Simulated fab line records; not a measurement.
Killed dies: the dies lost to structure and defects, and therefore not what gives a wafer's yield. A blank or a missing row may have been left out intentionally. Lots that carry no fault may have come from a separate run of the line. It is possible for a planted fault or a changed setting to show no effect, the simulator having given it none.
Struck lot and sound lot, side by side / flow sfqLine / 32 steps out of a route of 325
Sound: wafers L420.2, L420.4, L420.6. Struck: wafers L423.1, L423.2. (L423.3 of the same lot was not struck and is left out.) The cause comes at the end.
Order at every step that has rows: each side's tool, ch and its chambers, its first start. Under that, the readings that differ: sound wafers / struck wafers / difference of the means / sigmas: that difference in standard deviations of wafers without a fault.
alike: same words and numbers on both sides, and readings whose means sit less than 2 such deviations apart. not compared: any withheld reading, any reading some wafer has no value for, any bound like >300 that may hide the same value, and any number with overlapping values for which the record gives no deviation.
Wherever a step has rows on one side only, a row that says differs or no value, or a row with sigmas, the two part there. Non-overlapping numbers with no deviation appear without sigmas and do not part them. A reading that every wafer of one side lacks parts them only if that side has two wafers or more.

SFQ_INCOMING_BOW_MEAS_900:
  sound on filmMetro-03, day 2 16:01; struck on filmMetro-02, day 3 07:00
  alike: INCOMING_BOW
then, 1 step without rows for these wafers: SFQ_TRILAYER_INCOMING_OXIDATION_002 (target thk 500 nm, ox time 4939 s).
SFQ_TRILAYER_L0_DEP_SPUTTER_003: material MoNx KI, target thk 40 nm, time 100 s.
  sound on pvdSputter-04, day 2 18:29; struck on pvdSputter-06, day 3 09:29
reading=model.MoNx_KI_of_TRILAYER_L0_DEP_SPUTTER_003.thkNm (nm); sound=39.6 40.27 39.88; struck=19.93 19.85; difference=-20.03; sigmas=
  alike: throttleValvePct
SFQ_L0_RS_MEAS_901: measurement is done with a four-point probe.
  sound on filmMetro-02, day 2 18:35; struck on filmMetro-03, day 3 09:34
reading=L0_MONX_KI_RS (ohm/sq); sound=43.9 43.2 43.5; struck=87.5 87.8; difference=+44.1; sigmas=+99 or more
SFQ_L0_THK_MEAS_902: measures by xrf.
  sound on filmMetro-02, day 2 18:41; struck on filmMetro-03, day 3 09:41
reading=L0_MONX_KI_THK (nm); sound=39.9 40.5 40.0; struck=20.0 19.9; difference=-20.2; sigmas=-56
then, 6 steps without rows for these wafers: SFQ_TRILAYER_L0_LITHO_COAT_010 (resist thk 62 nm); SFQ_TRILAYER_L0_LITHO_COAT_005 (resist thk 600 nm); SFQ_TRILAYER_L0_LITHO_SOFTBAKE_009; SFQ_TRILAYER_L0_LITHO_EXPOSE_006 (exposes mask L0, target cd 2000 nm); SFQ_TRILAYER_L0_LITHO_PEB_008 (peb time 60 s); SFQ_TRILAYER_L0_LITHO_DEVELOP_007 (time 60 s).
-- the record jumps here: 3 days lie between the struck wafers' starts before and after --
SFQ_TRILAYER_L0_BARC_OPEN_METAL_ETCH_010: etches BARC in O2, target depth 125 nm, time 41.7 s.
  sound on rieMetal-01 ch 0,1, day 5 16:10; struck on rieMetal-01 ch 0,1, day 6 12:33
  alike: biasW, drypumpMotorCurrentA, heBacksideLeakSccm, oesProductAu
  not compared: rfHoursCounterH
SFQ_TRILAYER_L0_ETCH_METAL_ETCH_008: etches MoNx KI in SF6/O2, stops on SiO2, target depth 50 nm, time 25 s.
  sound on rieMetal-01 ch 0,1, day 5 16:14; struck on rieMetal-01 ch 0,1, day 6 12:37
reading=oesProductAu (a.u.); sound=0.868 0.873 0.871; struck=0.630 0.612; difference=-0.250; sigmas=-42
  alike: biasW, drypumpMotorCurrentA, heBacksideLeakSccm
  not compared: rfHoursCounterH
SFQ_TRILAYER_L0_STRIP_STRIP_009: strips in O2.
  sound on rieMetal-01 ch 0,1, day 5 16:16; struck on rieMetal-01 ch 0,1, day 6 12:39
  alike: drypumpMotorCurrentA, heBacksideLeakSccm, oesProductAu
  not compared: rfHoursCounterH
then, 1 step without rows for these wafers: SFQ_TRILAYER_L0_STRIP_SOLV_CLEAN_010 (cleans in NMP, time 600 s).
SFQ_TRILAYER_L0_CAP_PECVD_011: deposits SiO2 from SiH4/N2O, time 13.333 s, target thk 60 nm.
  sound on pecvd-03 ch 1,2, day 5 17:05; struck on pecvd-03 ch 1,2, day 6 13:26
  alike: chamberPressureTorr, heaterPowerW, throttleValvePct
  not compared: sinceWetCleanH
then, 6 steps without rows for these wafers: SFQ_TRILAYER_L0_VIA_LITHO_COAT_018 (resist thk 62 nm); SFQ_TRILAYER_L0_VIA_LITHO_COAT_013 (resist thk 650 nm); SFQ_TRILAYER_L0_VIA_LITHO_SOFTBAKE_017; SFQ_TRILAYER_L0_VIA_LITHO_EXPOSE_014 (exposes mask L0V, target cd 700 nm); SFQ_TRILAYER_L0_VIA_LITHO_PEB_016 (peb time 60 s); SFQ_TRILAYER_L0_VIA_LITHO_DEVELOP_015 (time 60 s).
-- the record jumps here: 4 days lie between the struck wafers' starts before and after --
SFQ_L0V_OVL_MEAS_903:
  sound on overlay-02, day 9 13:47; struck on overlay-01, day 10 17:04
  alike: L0V_OVL
SFQ_TRILAYER_L0_VIA_BARC_OPEN_VIA_ETCH_021: etches BARC in O2, target depth 125 nm, time 41.7 s.
  sound on rieDiel-02 ch 0,1, day 9 13:49; struck on rieDiel-03 ch 0,3, day 10 17:06
  alike: biasW, drypumpMotorCurrentA, oesProductAu
  not compared: rfHoursCounterH
then, 4 steps without rows for these wafers: SFQ_TRILAYER_L0_VIA_ETCH_VIA_ETCH_016 (etches SiO2 in CHF3, stops on MoNx KI, target depth 80 nm); SFQ_TRILAYER_L0_VIA_STRIP_STRIP_017 (strips in O2); SFQ_TRILAYER_L0_VIA_STRIP_SOLV_CLEAN_018 (cleans in NMP, time 600 s); SFQ_TRILAYER_M0_DEP_PRE_CLEAN_020 (time 15 s).
SFQ_TRILAYER_M0_DEP_SPUTTER_019: material Nb, target thk 200 nm, time 133.3 s.
  sound on pvdSputter-03, day 9 15:18; struck on pvdSputter-05, day 10 18:01
  alike: throttleValvePct
SFQ_M0_RS_MEAS_904: measurement is done with a four-point probe.
  sound on filmMetro-04, day 9 15:25; struck on filmMetro-04, day 10 18:06
  alike: M0_NB_RS
then, 1 step without rows for these wafers: SFQ_TRILAYER_M0_LITHO_COAT_026 (resist thk 62 nm).
-- the record jumps here: 79 days lie between the struck wafers' starts before and after --
SFQ_M8_BOW_MEAS_951:
  sound on filmMetro-01, day 82 04:17; struck on filmMetro-01, day 89 06:23
reading=model.etest.l0.ohmSq; sound=43.99 43.26 43.68; struck=87.38 87.75; difference=+43.92; sigmas=
reading=model.etest.l0v.linkOhm; sound=44.91 44.17 44.59; struck=88.29 88.66; difference=+43.92; sigmas=
reading=model.etest.l0.ohmUm; sound=21.99 21.62 21.83; struck=43.69 43.91; difference=+21.99; sigmas=
  alike: M8_BOW

## WHERE THEY PART
At SFQ_L0_RS_MEAS_901 first; at SFQ_TRILAYER_L0_ETCH_METAL_ETCH_008 last (within this record only). Later steps at which nothing parts them and some readings are alike: SFQ_TRILAYER_L0_STRIP_STRIP_009, SFQ_TRILAYER_L0_CAP_PECVD_011, SFQ_L0V_OVL_MEAS_903, SFQ_TRILAYER_L0_VIA_BARC_OPEN_VIA_ETCH_021, SFQ_TRILAYER_M0_DEP_SPUTTER_019, SFQ_M0_RS_MEAS_904, SFQ_M8_BOW_MEAS_951.

WHY: what had been put in by the simulator
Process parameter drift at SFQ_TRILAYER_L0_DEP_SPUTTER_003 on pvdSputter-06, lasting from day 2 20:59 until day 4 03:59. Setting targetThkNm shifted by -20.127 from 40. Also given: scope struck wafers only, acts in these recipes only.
